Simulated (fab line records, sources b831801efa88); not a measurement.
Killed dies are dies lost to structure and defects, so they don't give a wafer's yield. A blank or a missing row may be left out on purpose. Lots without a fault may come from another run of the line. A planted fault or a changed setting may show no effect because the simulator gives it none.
fab line records | flow sky130
record lots=6 wafers=18 last_day=49
route steps=708 shown CONTACT@422 METAL1@434 VIA1@458 PAD_OPEN@708
lots that met no fault: from a run of the same line without faults
start_h: hours from the record's first day to the start of the lot's first wafer shown | wait_h: hours since the lot's step before | " the same as in the row above | L1.1+2: a row that stands for several wafers | - no value, or no start given | * or withheld: withheld | < > ~ a bound
route shown NAME@n: a module of which the file shows steps, and the number in the route of the first | usual: mean/standard deviation of fault-free wafers | same: alike in all rows | chamber/n: place in a boat | sites: the reading at each site | _std_site: their standard deviation | _edge_site: outer sites' mean less inner sites' | radius_mm: how far each site lies from the wafer's centre | mask NAME#n: copy n | behind: the tool/chamber that last shaped the wafer | hold: why the lot was held/for how many hours/how that ended | device: the transistor (n, p or np) that didn't switch | end of line: the same wafers' tests at the end of the route | a step without rows: its recipe alone | killed: dies lost to structure and defects at the first sort, not the wafer's yield | map: a wafer's dies, x killed, . not, _ none there
set.NAME: the setting as run; set.NAME@STEP: as run at that earlier step | model.NAME: the simulator's own value behind a step, which no gauge read
lots at some steps of the route; a table a step, a row a wafer
services: from which hour (start_h, from the record's first day; less than 0 if before it) a tool's chamber was out of use, for how many hours, and why
## steps
# step SKY_CONTACT_ETCH_16
# recipe chemistry=N2/H2 target=BARC ion_energy_ev=200 source_w=500 bias_w=100 pressure_mtorr=30 n2_flow_sccm=100 h2_flow_sccm=200 stop_on=SiO2 time_s=45.9 target_depth_a=600
# step SKY_CONTACT_ETCH_17
# recipe target=SiO2 chemistry=C4F8/O2/Ar stop_on=Si3N4 mask_material=KrF-thick source_w=1500 bias_w=1200 pressure_mtorr=40 c4f8_flow_sccm=withheld O2_flow_sccm=6 Ar_flow_sccm=300 time_s=withheld target_depth_a=3400
# step SKY_CONTACT_ETCH_18
# recipe target=Si3N4 chemistry=CHF3/O2 stop_on=TiN source_w=600 bias_w=200 pressure_mtorr=40 chf3_flow_sccm=50 O2_flow_sccm=5 time_s=39 target_depth_a=750
# usual drypump_motor_current_A=5.8/0.44 oes_product_au=0.857/0.0073 throttle_valve_pct=8.794/0.0087
# columns lot.wafer tool chamber start_h wait_h drypump_motor_current_A oes_product_au rf_hours_counter_h throttle_valve_pct
L476.1 rie_diel-04 2 - - 5.4 0.846 5 8.787
L476.5 " 2 " " 5.3 0.855 - 8.784
L476.6 " 3 " " 5.7 0.853 - 8.791
L484.1 rie_diel-03 1 - - 6.2 0.846 15 8.799
L484.2 " 2 " " 6.3 0.851 20 8.781
L484.5 " 1 " " 6.2 0.847 - 8.792
L487.1 rie_diel-03 1 - - 6.2 0.864 16 8.805
L487.3 " 1 " " 6.2 0.860 - 8.810
L487.5 " 1 " " 6.2 0.860 - 8.804
L492.2 rie_diel-04 0 - - 6.1 0.866 7 8.798
L492.3 " 2 " " 5.4 0.860 9 8.789
L492.4 " 1 " " 5.6 0.864 20 8.790
L494.1 rie_diel-04 0 - - 6.2 0.858 7 8.806
L494.2 " 1 " " 5.6 0.858 20 8.791
L494.3 " 2 " " 5.4 0.847 9 8.799
L495.3 rie_diel-04 2 - - 5.4 0.863 10 8.801
L495.4 " 0 " " 6.2 0.870 8 8.810
L495.6 " 0 " " 6.2 0.862 - 8.801
# step SKY_CONTACT_STRIP_19
# recipe chemistry=O2/N2 power_w=1400 pressure_mtorr=1500 platen_temp_c=withheld o2_flow_sccm=3000 n2_flow_sccm=300 overash_fraction=0.5
# step SKY_CONTACT_STRIP_20
# recipe chemistry=post_etch_residue_remover time_s=1200 temp_c=72.5
# step SKY_CONTACT_CLEAN_21
# recipe chemistry=IPA time_s=180 temp_c=25
# step SKY_CONTACT_CLEAN_22
# recipe chemistry=O3/DIW dry=n2_spin
# step SKY_CONTACT_SPUTTER_23
# recipe material=TiN target_thk_nm=20 chamber_pressure_pa=5 power_w=4000 time_s=77.13
# usual throttle_valve_pct=29.5/0.91
# columns lot.wafer tool chamber start_h wait_h throttle_valve_pct
L476.1 pvd_sputter-02 - 731.26 0.0 28.8
L476.5 " - " " 29.2
L476.6 " - " " 29.5
L484.1 pvd_sputter-03 - 796.11 0.0 31.1
L484.2 " - " " 30.3
L484.5 " - " " 29.3
L487.1 pvd_sputter-04 - 828.98 0.0 30.8
L487.3 " - " " 29.4
L487.5 " - " " 29.8
L492.2 pvd_sputter-02 - 860.79 0.0 29.4
L492.3 " - " " 28.2
L492.4 " - " " 27.8
L494.1 pvd_sputter-04 - 880.18 0.0 29.9
L494.2 " - " " 29.5
L494.3 " - " " 30.7
L495.3 pvd_sputter-02 - 890.66 0.0 29.7
L495.4 " - " " 28.2
L495.6 " - " " 28.9
# step SKY_CONTACT_CVD_24
# recipe material=W target_thk_nm=340 time_s=102.12 temp_c=400 pressure_torr=40
# step SKY_CONTACT_RS_MEAS_25
# recipe thk_meas_gauge=four-point-probe reads=W_of_CONTACT_CVD_24+TiN_of_CONTACT_SPUTTER_23
# usual CONTACT_W_RS=0.340/0.0037
# columns lot.wafer tool chamber start_h wait_h CONTACT_W_RS[ohm/sq]
L476.1 film_metro-04 - 731.43 0.1 0.343
L476.5 " - " " 0.345
L476.6 " - " " 0.344
L484.1 film_metro-03 - 796.28 0.1 0.335
L484.2 " - " " 0.333
L484.5 " - " " 0.335
L487.1 film_metro-03 - 829.15 0.1 0.340
L487.3 " - " " 0.337
L487.5 " - " " 0.337
L492.2 film_metro-03 - 860.98 0.1 0.340
L492.3 " - " " 0.341
L492.4 " - " " 0.342
L494.1 film_metro-01 - 880.35 0.1 0.336
L494.2 " - " " 0.336
L494.3 " - " " 0.339
L495.3 film_metro-04 - 890.87 0.1 0.340
L495.4 " - " " 0.339
L495.6 " - " " 0.340
# step SKY_CONTACT_THK_MEAS_26
# recipe thk_meas_gauge=xrf reads=W_of_CONTACT_CVD_24
# usual CONTACT_W_THK=335/4.7
# columns lot.wafer tool chamber start_h wait_h CONTACT_W_THK[nm]
L476.1 film_metro-04 - 731.55 0.1 328
L476.5 " - " " 328
L476.6 " - " " 328
L484.1 film_metro-03 - 796.40 0.1 341
L484.2 " - " " 344
L484.5 " - " " 343
L487.1 film_metro-03 - 829.27 0.1 333
L487.3 " - " " 336
L487.5 " - " " 336
L492.2 film_metro-03 - 861.09 0.1 332
L492.3 " - " " 336
L492.4 " - " " 330
L494.1 film_metro-01 - 880.47 0.1 339
L494.2 " - " " 342
L494.3 " - " " 340
L495.3 film_metro-04 - 890.97 0.1 333
L495.4 " - " " 332
L495.6 " - " " 332
# step SKY_CONTACT_CMP_27
# recipe stop_on=SiO2 t_overpolish_s=15 down_force_psi=3.5 platen_rpm=60 target_thk_nm=0 pad_velocity_m_s=0.94248
# step SKY_METAL1_SPUTTER_00
# recipe material=Ti target_thk_nm=15 power_w=3000 time_s=10 chamber_pressure_pa=0.4
# usual throttle_valve_pct=29.3/0.97
# columns lot.wafer tool chamber start_h wait_h throttle_valve_pct
L476.1 pvd_sputter-04 - 731.91 0.2 29.9
L476.5 " - " " 29.9
L476.6 " - " " 30.9
L484.1 pvd_sputter-01 - 796.76 0.1 30.5
L484.2 " - " " 29.0
L484.5 " - " " 29.1
L487.1 pvd_sputter-01 - 829.63 0.2 29.2
L487.3 " - " " 27.9
L487.5 " - " " 27.8
L492.2 pvd_sputter-01 - 861.44 0.2 28.0
L492.3 " - " " 29.4
L492.4 " - " " 30.6
L494.1 pvd_sputter-01 - 880.83 0.2 29.0
L494.2 " - " " 29.5
L494.3 " - " " 28.0
L495.3 pvd_sputter-01 - 891.31 0.1 29.6
L495.4 " - " " 29.3
L495.6 " - " " 30.5
# step SKY_METAL1_SPUTTER_01
# recipe material=TiN target_thk_nm=20 power_w=6500 time_s=16.7 chamber_pressure_pa=0.4
# step SKY_METAL1_SPUTTER_02
# recipe material=AlCu target_thk_nm=250 power_w=10600 time_s=13.3 chamber_pressure_pa=0.4
# usual throttle_valve_pct=29.4/0.97
# columns lot.wafer tool chamber start_h wait_h throttle_valve_pct
L476.1 pvd_sputter-04 - 731.96 0.0 30.0
L476.5 " - " " 29.9
L476.6 " - " " 31.0
L484.1 pvd_sputter-01 - 796.81 0.0 30.4
L484.2 " - " " 28.8
L484.5 " - " " 29.2
L487.1 pvd_sputter-01 - 829.68 0.0 29.0
L487.3 " - " " 27.9
L487.5 " - " " 27.9
L492.2 pvd_sputter-01 - 861.49 0.0 28.1
L492.3 " - " " 29.6
L492.4 " - " " 30.6
L494.1 pvd_sputter-01 - 880.88 0.0 29.2
L494.2 " - " " 29.5
L494.3 " - " " 27.7
L495.3 pvd_sputter-01 - 891.36 0.0 29.6
L495.4 " - " " 29.0
L495.6 " - " " 30.4
# step SKY_METAL1_SPUTTER_03
# recipe material=Ti target_thk_nm=5 power_w=3000 time_s=3.3 chamber_pressure_pa=0.4
# step SKY_METAL1_SPUTTER_04
# recipe material=TiN target_thk_nm=70 power_w=6500 time_s=58.3 chamber_pressure_pa=0.4
# step SKY_METAL1_RS_MEAS_05
# recipe thk_meas_gauge=four-point-probe reads=TiN_of_METAL1_SPUTTER_04+Ti_of_METAL1_SPUTTER_03+AlCu_of_METAL1_SPUTTER_02+TiN_of_METAL1_SPUTTER_01+Ti_of_METAL1_SPUTTER_00
# usual METAL1_ALCU_RS=0.1265/0.0012
# columns lot.wafer tool chamber start_h wait_h METAL1_ALCU_RS[ohm/sq]
L476.1 film_metro-02 - 732.05 0.0 0.1259
L476.5 " - " " 0.1258
L476.6 " - " " 0.1271
L484.1 film_metro-04 - 796.90 0.0 0.1282
L484.2 " - " " 0.1264
L484.5 " - " " 0.1270
L487.1 film_metro-02 - 829.77 0.0 0.1249
L487.3 " - " " 0.1249
L487.5 " - " " 0.1269
L492.2 film_metro-02 - 861.60 0.0 0.1257
L492.3 " - " " 0.1259
L492.4 " - " " 0.1255
L494.1 film_metro-02 - 880.97 0.0 0.1259
L494.2 " - " " 0.1257
L494.3 " - " " 0.1258
L495.3 film_metro-04 - 891.49 0.1 0.1263
L495.4 " - " " 0.1268
L495.6 " - " " 0.1257
# step SKY_METAL1_THK_MEAS_06
# recipe thk_meas_gauge=xrf reads=AlCu_of_METAL1_SPUTTER_02
# usual METAL1_ALCU_THK=247/3
# columns lot.wafer tool chamber start_h wait_h METAL1_ALCU_THK[nm]
L476.1 film_metro-02 - 732.17 0.1 250
L476.5 " - " " 250
L476.6 " - " " 247
L484.1 film_metro-04 - 797.02 0.1 243
L484.2 " - " " 245
L484.5 " - " " 246
L487.1 film_metro-02 - 829.89 0.1 252
L487.3 " - " " 251
L487.5 " - " " 248
L492.2 film_metro-02 - 861.71 0.1 253
L492.3 " - " " 250
L492.4 " - " " 254
L494.1 film_metro-02 - 881.09 0.1 249
L494.2 " - " " 250
L494.3 " - " " 251
L495.3 film_metro-04 - 891.59 0.1 246
L495.4 " - " " 245
L495.6 " - " " 248
# step SKY_METAL1_DEHYDRATE_07
# recipe temp_c=200 time_s=60
# step SKY_METAL1_HMDS_08
# recipe prime_time_s=60 prime_temp_c=120
# step SKY_METAL1_COAT_09
# recipe resist=BARC temp_c=withheld time_s=withheld spin_rpm=3000 resist_thk_nm=60
# step SKY_METAL1_COAT_10
# recipe resist=KrF-thick spin_rpm=3000 resist_thk_nm=450
# step SKY_METAL1_SOFTBAKE_11
# recipe temp_c=100 time_s=90 resist=KrF-thick
# step SKY_METAL1_EXPOSE_12
# recipe mask_id=MM1 na=0.8 source_shape=annular sigma_inner=0.55 sigma_outer=0.85 target_cd_nm=140 dose_mj=28
# step SKY_METAL1_PEB_13
# recipe peb_temp_c=withheld peb_time_s=withheld resist=KrF-thick
# step SKY_METAL1_DEVELOP_14
# recipe develop_time_s=60 resist=KrF-thick dev_temp_c=21.61
# step SKY_METAL1_CD_MEAS_15
# recipe target_cd_nm=140
# usual cd_nm=139.8/1.7
# columns lot.wafer tool chamber start_h wait_h cd_nm
L476.1 cd_sem-01 - 760.49 - 139.3
L476.5 " - " " 138.4
L476.6 " - " " 138.2
L484.1 cd_sem-01 - 822.72 - 138.5
L484.2 " - " " 139.6
L484.5 " - " " 139.2
L487.1 cd_sem-01 - 856.05 - 136.7
L487.3 " - " " 138.0
L487.5 " - " " 138.0
L492.2 cd_sem-02 - 887.16 - 136.6
L492.3 " - " " 134.5
L492.4 " - " " 136.0
L494.1 cd_sem-02 - 906.17 - 139.1
L494.2 " - " " 140.9
L494.3 " - " " 139.2
L495.3 cd_sem-02 - 916.13 - 139.5
L495.4 " - " " 139.1
L495.6 " - " " 139.1
# step SKY_METAL1_OVL_MEAS_16
# usual METAL1_OVL=0/5.2
# columns lot.wafer tool chamber start_h wait_h METAL1_OVL[nm]
L476.1 overlay-02 - 760.61 0.1 -2
L476.5 " - " " -2
L476.6 " - " " 4
L484.1 overlay-01 - 822.84 0.1 0
L484.2 " - " " -1
L484.5 " - " " 13
L487.1 overlay-02 - 856.17 0.1 -12
L487.3 " - " " -3
L487.5 " - " " -5
L492.2 overlay-02 - 887.27 0.1 0
L492.3 " - " " -1
L492.4 " - " " 6
L494.1 overlay-02 - 906.29 0.1 -1
L494.2 " - " " 1
L494.3 " - " " 0
L495.3 overlay-02 - 916.22 0.1 -1
L495.4 " - " " -11
L495.6 " - " " 1
# step SKY_METAL1_DESCUM_17
# recipe chemistry=O2 source_power_w=150 bias_power_w=0 pressure_mtorr=10 temp_c=40 time_s=8
# usual drypump_motor_current_A=5.5/0.45 oes_product_au=0.999/0.0085
# same bias_power_w=0
# columns lot.wafer tool chamber start_h wait_h drypump_motor_current_A oes_product_au rf_hours_counter_h
L476.1 rie_metal-04 0 760.65 0.0 5.8 1.001 5
L476.5 " 1 " " 5.0 0.990 -
L476.6 " 0 " " 5.8 1.007 -
L484.1 rie_metal-04 0 822.88 0.0 5.8 0.997 7
L484.2 " 1 " " 5.0 0.990 6
L484.5 " 0 " " 5.8 1.005 -
L487.1 rie_metal-04 1 856.21 0.0 5.0 0.999 7
L487.3 " 0 " " 5.8 0.994 -
L487.5 " 1 " " 5.0 0.995 -
L492.2 rie_metal-04 0 887.30 0.0 5.9 1.003 9
L492.3 " 1 " " 5.0 0.997 -
L492.4 " 0 " " 5.8 1.009 -
L494.1 rie_metal-04 1 906.33 0.0 5.0 0.989 9
L494.2 " 0 " " 5.8 1.006 10
L494.3 " 0 " " 5.8 1.017 -
L495.3 rie_metal-04 0 916.26 0.0 5.8 1.012 -
L495.4 " 1 " " 5.0 0.997 -
L495.6 " 0 " " 5.8 1.005 -
# step SKY_METAL1_ETCH_18
# recipe chemistry=N2/H2 target=BARC ion_energy_ev=200 bias_w=100 pressure_mtorr=30 n2_flow_sccm=100 h2_flow_sccm=200 icp_w=500 stop_on=SiO2 time_s=45.9 target_depth_a=600
# usual drypump_motor_current_A=5.6/0.45 oes_product_au=0.855/0.0048 throttle_valve_pct=13.224/0.0094
# columns lot.wafer tool chamber start_h wait_h drypump_motor_current_A oes_product_au rf_hours_counter_h throttle_valve_pct
L476.1 rie_metal-04 0 760.68 0.0 5.8 0.868 5 13.225
L476.5 " 1 " " 5.0 0.853 - 13.218
L476.6 " 0 " " 5.9 0.859 - 13.226
L484.1 rie_metal-04 0 822.92 0.0 5.8 0.847 7 13.219
L484.2 " 1 " " 5.0 0.855 6 13.217
L484.5 " 0 " " 5.8 0.855 - 13.229
L487.1 rie_metal-04 1 856.24 0.0 5.0 0.858 7 13.217
L487.3 " 0 " " 5.9 0.843 - 13.238
L487.5 " 1 " " 4.9 0.857 - 13.254
L492.2 rie_metal-04 0 887.33 0.0 5.9 0.860 9 13.212
L492.3 " 1 " " 5.0 0.853 - 13.217
L492.4 " 0 " " 5.8 0.854 - 13.217
L494.1 rie_metal-04 1 906.36 0.0 5.0 0.853 9 13.221
L494.2 " 0 " " 5.8 0.858 10 13.230
L494.3 " 0 " " 5.9 0.858 - 13.225
L495.3 rie_metal-04 0 916.30 0.0 5.8 0.854 - 13.229
L495.4 " 1 " " 5.0 0.852 - 13.211
L495.6 " 0 " " 5.8 0.853 - 13.211
# step SKY_METAL1_METAL_ETCH_19
# recipe target_depth_a=3600 stop_on=SiO2 over_etch_frac=0.3 time_s=78 chemistry=Cl2/BCl3 resist_sidewall_deg=88 pressure_mtorr=10 icp_w=900 bias_w=48.5 Cl2_flow_sccm=60 bcl3_flow_sccm=30
# step SKY_METAL1_STRIP_20
# recipe chemistry=O2/N2 power_w=1400 pressure_mtorr=1500 platen_temp_c=withheld o2_flow_sccm=3000 n2_flow_sccm=300 overash_fraction=0.5
# step SKY_METAL1_STRIP_21
# recipe chemistry=post_etch_residue_remover time_s=1200 temp_c=72.5
# step SKY_METAL1_CLEAN_22
# recipe chemistry=IPA time_s=180 temp_c=25
# step SKY_METAL1_CLEAN_23
# recipe chemistry=O3/DIW dry=n2_spin
# step SKY_VIA1_HDPCVD_00
# recipe material=SiO2 target_thk_nm=1030 sigma_open_frac=0.3 time_s=171.7 temp_c=400 sih4_flow_sccm=60 pressure_mtorr=6
# step SKY_VIA1_THK_MEAS_01
# recipe reads=SiO2_of_VIA1_HDPCVD_00
# usual VIA1_HDPCVD_THK=1030/10
# columns lot.wafer tool chamber start_h wait_h VIA1_HDPCVD_THK[nm]
L476.1 film_metro-03 - 761.53 0.1 1025
L476.5 " - " " 1030
L476.6 " - " " 1045
L484.1 film_metro-02 - 823.98 0.1 1020
L484.2 " - " " 1012
L484.5 " - " " 1026
L487.1 film_metro-03 - 857.19 0.1 1037
L487.3 " - " " 1017
L487.5 " - " " 1027
L492.2 film_metro-02 - 888.20 0.1 1042
L492.3 " - " " 1049
L492.4 " - " " 1037
L494.1 film_metro-03 - 907.22 0.1 1029
L494.2 " - " " 1019
L494.3 " - " " 1011
L495.3 film_metro-01 - 917.16 0.1 1028
L495.4 " - " " 1043
L495.6 " - " " 1027
# step SKY_VIA1_CMP_02
# recipe material=SiO2 down_force_psi=4 platen_rpm=60 pad_velocity_m_s=0.94248
# step SKY_VIA1_BOW_MEAS_03
# recipe mode=bow
# usual VIA1_BOW=80/6.5
# columns lot.wafer tool chamber start_h wait_h VIA1_BOW[um]
L476.1 film_metro-03 - 761.97 0.1 81
L476.5 " - " " 81
L476.6 " - " " 76
L484.1 film_metro-02 - 824.34 0.1 75
L484.2 " - " " 76
L484.5 " - " " 77
L487.1 film_metro-03 - 857.55 0.2 76
L487.3 " - " " 73
L487.5 " - " " 79
L492.2 film_metro-02 - 888.57 0.3 68
L492.3 " - " " 83
L492.4 " - " " 78
L494.1 film_metro-02 - 907.64 0.2 81
L494.2 " - " " 78
L494.3 " - " " 84
L495.3 film_metro-03 - 917.54 0.2 79
L495.4 " - " " 76
L495.6 " - " " 76
# step SKY_VIA1_DEHYDRATE_04
# recipe temp_c=200 time_s=60
# step SKY_VIA1_HMDS_05
# recipe prime_time_s=60 prime_temp_c=120
# step SKY_PAD_OPEN_PROBE_99
# usual defect_limited_yield=82.4/1.8 killed_at_M0_to_M3=44/7 killed_at_M4_up=3.2/2 killed_at_contacts=25/5.3 killed_at_front_end=15/4.3 killed_at_other=0.3/0.54 killed_dies=86/8.7 killed_open=47/6.4 killed_short=39/5.6 sort_bin_3_pad_short=0.9/0.43 sort_bin_5_function=10.4/1.4 sort_bin_6_memory=6.3/1.2 sort_n_pass=406/8.7 sort_yield_pct=82.4/1.8
# same gross_dies=492 killed_at_back_side=0 sort_bin_4_leakage[%]=0 sort_bin_8_speed[%]=0
# columns lot.wafer tool chamber start_h wait_h defect_limited_yield[%] killed_at_M0_to_M3 killed_at_M4_up killed_at_contacts killed_at_front_end killed_at_other killed_dies killed_open killed_short sort_bin_3_pad_short[%] sort_bin_5_function[%] sort_bin_6_memory[%] sort_n_pass sort_yield_pct[%] model.etest.tester.sort_n_pass model.etest.tester.sort_yield_pct model.etest.tester.sort_bin_5_pct model.etest.tester.sort_bin_3_pct
L476.1 prober-01 - 1070.70 0.1 81.7 48 1 26 15 0 90 50 39 1.0 10.2 7.1 402 81.7 402 81.71 10.16 1.016
L476.5 prober-01 - 1070.90 0.2 81.9 49 4 27 9 0 89 46 43 1.2 11.2 5.7 403 81.9 403 81.91 11.18 1.22
L476.6 prober-01 - 1070.95 0.2 79.7 53 2 25 20 0 100 51 49 1.2 10.2 8.9 392 79.7 392 79.67 10.16 1.22
L484.1 prober-01 - 1117.64 0.1 82.3 42 3 26 16 0 87 48 39 0.6 9.8 7.3 405 82.3 405 82.32 9.756 0.6098
L484.2 prober-01 - 1117.69 0.1 80.1 49 1 30 18 0 98 53 45 0.6 11.4 7.9 394 80.1 394 80.08 11.38 0.6098
L484.5 prober-01 - 1117.84 0.2 83.7 35 2 27 16 0 80 45 35 0.8 8.9 6.5 412 83.7 412 83.74 8.943 0.813
L487.1 prober-02 - 1144.05 0.1 85.4 31 1 32 7 1 72 43 29 1.0 9.6 4.1 420 85.4 420 85.37 9.553 1.016
L487.3 prober-02 - 1144.15 0.2 81.9 45 5 27 11 1 89 38 50 0.6 12.6 4.9 403 81.9 403 81.91 12.6 0.6098
L487.5 prober-02 - 1144.25 0.2 86.8 35 3 14 12 1 65 34 31 0.4 6.5 6.3 427 86.8 427 86.79 6.504 0.4065
L492.2 prober-02 - 1164.37 0.1 83.7 43 3 25 9 0 80 39 41 0.6 8.9 6.7 412 83.7 412 83.74 8.943 0.6098
L492.3 prober-02 - 1164.42 0.2 80.1 61 6 18 13 0 98 51 47 1.0 12.8 6.1 394 80.1 394 80.08 12.8 1.016
L492.4 prober-02 - 1164.47 0.2 81.5 56 0 21 14 0 91 52 39 0.4 11.2 6.9 401 81.5 401 81.5 11.18 0.4065
L494.1 prober-01 - 1178.35 0.1 68.1 118 0 27 12 0 157 55 38 6.9 17.3 7.7 335 68.1 335 68.09 17.28 6.911
L495.3 prober-02 - 1184.69 0.2 81.9 50 6 23 9 1 89 48 41 1.0 11.8 5.3 403 81.9 403 81.91 11.79 1.016
L495.4 prober-02 - 1184.74 0.2 73.4 100 3 14 13 1 131 32 37 5.5 14.2 6.9 361 73.4 361 73.37 14.23 5.488
L495.6 prober-02 - 1184.84 0.2 79.3 55 1 31 15 0 102 53 48 1.0 13.0 6.7 390 79.3 390 79.27 13.01 1.016
# killed by level:class
L476.1 CONTACT:geometric_particle:open=11 VIA1:geometric_particle:open=10 VIA2:geometric_particle:open=9 VIA2:geometric_particle:short=6 CONTACT:geometric_particle:short=5 POLY_GATE:geometric_particle:open=4 LI_CONTACT:geometric_particle:open=4 METAL1:geometric_particle:short=4
L476.5 CONTACT:geometric_particle:open=9 CONTACT:geometric_particle:short=8 VIA3:geometric_particle:open=8 VIA2:geometric_particle:open=7 METAL1:geometric_particle:short=7 VIA1:geometric_particle:open=7 LI_CONTACT:geometric_particle:open=6 VIA1:geometric_particle:short=5
L476.6 METAL1:geometric_particle:short=10 VIA2:geometric_particle:open=10 CONTACT:geometric_particle:open=7 VIA1:geometric_particle:open=7 LI_CONTACT:geometric_particle:open=6 FIELD_ISO:geometric_particle:open=5 METAL3:geometric_particle:short=5 METAL2:geometric_particle:short=5
L484.1 LI_CONTACT:geometric_particle:open=11 CONTACT:geometric_particle:open=7 VIA3:geometric_particle:open=6 FIELD_ISO:geometric_particle:open=5 METAL2:geometric_particle:short=5 CONTACT:geometric_particle:short=5 METAL1:geometric_particle:short=5 VIA2:geometric_particle:open=5
L484.2 VIA1:geometric_particle:open=13 LI_CONTACT:geometric_particle:open=11 CONTACT:geometric_particle:open=8 CONTACT:geometric_particle:short=7 FIELD_ISO:geometric_particle:short=5 POLY_GATE:geometric_particle:open=5 VIA2:geometric_particle:open=5 VIA3:geometric_particle:short=5
L484.5 CONTACT:geometric_particle:open=12 VIA3:geometric_particle:open=8 LI_CONTACT:geometric_particle:open=6 CONTACT:geometric_particle:short=5 VIA1:geometric_particle:open=5 POLY_GATE:geometric_particle:short=4 POLY_GATE:geometric_particle:open=4 METAL1:geometric_particle:short=4
L487.1 CONTACT:geometric_particle:open=14 VIA1:geometric_particle:open=7 LI_CONTACT:geometric_particle:open=6 LI_CONTACT:geometric_particle:short=6 METAL1:geometric_particle:short=5 VIA3:geometric_particle:open=5 VIA2:geometric_particle:open=4 METAL3:geometric_particle:short=4
L487.3 VIA3:geometric_particle:open=10 LI_CONTACT:geometric_particle:open=8 CONTACT:geometric_particle:short=7 VIA1:geometric_particle:open=6 METAL2:geometric_particle:short=6 METAL1:geometric_particle:short=5 VIA1:geometric_particle:short=5 FIELD_ISO:geometric_particle:short=4
L487.5 VIA1:geometric_particle:short=8 VIA1:geometric_particle:open=8 FIELD_ISO:geometric_particle:open=5 LOCAL_INTERCONNECT:geometric_particle:short=5 VIA2:geometric_particle:open=5 VIA3:geometric_particle:open=5 FIELD_ISO:geometric_particle:short=4 CONTACT:geometric_particle:open=4
L492.2 VIA1:geometric_particle:open=9 VIA2:geometric_particle:open=7 CONTACT:geometric_particle:open=6 LI_CONTACT:geometric_particle:open=5 LI_CONTACT:geometric_particle:short=5 CONTACT:geometric_particle:short=5 VIA1:geometric_particle:short=5 VIA3:geometric_particle:open=5
L492.3 METAL1:geometric_particle:short=14 CONTACT:geometric_particle:open=8 VIA1:geometric_particle:open=8 VIA1:geometric_particle:short=7 VIA2:geometric_particle:open=7 METAL1:geometric_particle:open=6 VIA3:geometric_particle:open=6 METAL4:geometric_particle:short=5
L492.4 VIA1:geometric_particle:open=18 METAL1:geometric_particle:short=8 CONTACT:geometric_particle:open=7 VIA1:geometric_particle:short=7 LI_CONTACT:geometric_particle:open=6 METAL2:geometric_particle:short=6 POLY_GATE:geometric_particle:open=5 METAL1:geometric_particle:open=5
L494.1 METAL1:unspecified=64 VIA1:geometric_particle:open=18 CONTACT:geometric_particle:open=13 VIA1:geometric_particle:short=7 METAL2:geometric_particle:short=7 METAL1:geometric_particle:short=6 LI_CONTACT:geometric_particle:open=6 VIA2:geometric_particle:open=6
L495.3 VIA1:geometric_particle:open=11 VIA3:geometric_particle:open=7 LI_CONTACT:geometric_particle:open=7 VIA1:geometric_particle:short=7 VIA2:geometric_particle:open=7 LOCAL_INTERCONNECT:geometric_particle:short=5 CONTACT:geometric_particle:open=5 METAL1:geometric_particle:open=5
L495.4 METAL1:unspecified=62 VIA1:geometric_particle:open=11 METAL2:geometric_particle:short=8 CONTACT:geometric_particle:open=7 VIA1:geometric_particle:short=5 METAL1:geometric_particle:short=4 CONTACT:geometric_particle:short=4 FIELD_ISO:geometric_particle:open=3
L495.6 VIA1:geometric_particle:open=12 CONTACT:geometric_particle:open=10 METAL1:geometric_particle:short=9 VIA2:geometric_particle:open=9 LI_CONTACT:geometric_particle:open=7 VIA1:geometric_particle:short=6 LOCAL_INTERCONNECT:geometric_particle:short=6 CONTACT:geometric_particle:short=6
# map L494.1 (x killed, . not)
__________.x.x.x...._________
________.............x_______
______x....xx..........._____
_____..x....xxx.....xx..x____
____...xxx..x....x.x......___
___x.............xx.x......__
__x.x.........x....xxx......_
_....................xxxxx..x
_........xxx...xx...xxxxxxxx.
_......x.x..x.....x.xxxxxxxx.
_.....x.x.x.x..x...xxxxxxxxxx
_..x..............xxxxxxxxxx.
_.x......xx........xxxxxxxxxx
_.....xxx...xx...xx.xxxxxxxxx
_........x...........xxxxx..x
__....x.x........x...x.x.xx._
___....x.x.x.x.........x...__
____...x..x..x...x.....xx.___
_____..x......x.....xx.x.____
______..x.x..x......x..._____
________x...x...x..x.._______
__________x.x.....x._________
# map L495.4 (x killed, . not)
__________...x....x._________
________.....x...x.x.._______
______.................x_____
_____...................x____
____.x..xxxxx..x..x...x.x.___
___..........x...x......x.x__
__x.x.....x..x........x....._
_.x..x........x..x.......x.x.
_.......x.x..x......xxxxxxxxx
_x.x...............xxxxxxxxxx
_..x..x..x..x.....xxxxxxxxxx.
_..xx.xx..x........xxxxxxxxxx
_....x.............xxxxxxxxxx
_x........x..x...xx.xxxxxxxx.
_.........x..........xxxxxx..
__..x..............x....x..._
___................x.......__
____x..x........x.......x.___
_____......x.........x...____
______x.x.x.........x..._____
________........x....._______
__________.........._________
## services
# columns tool chamber start_h hours kind
pvd_sputter-03 - 708.86 1.9 repair
rie_diel-04 0 712.86 12.1 repair
pvd_sputter-01 0 718.15 - consumable_replace:kit
pvd_sputter-01 0 718.15 18.0 scheduled_down
pvd_sputter-01 0 718.15 18.0 vent_cycle
pvd_sputter-03 - 720.91 2.2 repair
rie_diel-04 - 763.81 2.8 pm
rie_diel-03 2 770.64 1.2 repair
rie_diel-03 2 782.93 5.0 repair
rie_diel-04 1 796.11 2.8 repair
rie_diel-03 - 799.12 14.6 pm
pvd_sputter-02 - 807.31 0.6 repair
rie_diel-04 1 815.08 4.6 repair
rie_diel-03 3 816.11 35.8 repair
rie_diel-03 0 819.56 14.3 repair
rie_diel-03 2 826.09 1.9 repair
rie_diel-04 3 837.18 1.4 repair
rie_diel-03 1 844.06 9.0 repair
pvd_sputter-02 1 860.85 - consumable_replace:kit
pvd_sputter-02 - 879.21 1.4 repair
pvd_sputter-04 - 885.23 8.5 repair
pvd_sputter-04 1 909.30 - consumable_replace:kit
pvd_sputter-04 1 909.30 18.0 scheduled_down
pvd_sputter-04 1 909.30 18.0 vent_cycle
## key
first_sign step=SKY_PAD_OPEN_PROBE_99 reading=sort_bin_3_pad_short direction=up sigmas=12 usual=0.9 struck=6.2
effect step=SKY_PAD_OPEN_PROBE_99 reading=killed_at_M0_to_M3 direction=up sigmas=9.3 usual=44 struck=109
model_effect step=SKY_PAD_OPEN_PROBE_99 value=etest.tester.sort_n_pass without=396 struck=348
met_at SKY_METAL1_SPUTTER_00
struck_wafers L494.1,L495.4
onset_between 829.63 880.83
fault kind=chamber_particle_source tool=pvd_sputter-01 chamber=- onset_h=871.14 steps=SKY_METAL1_SPUTTER_00 rate_per_visit_cm2=1.9055 end_h=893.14 scope=struck_wafers_only
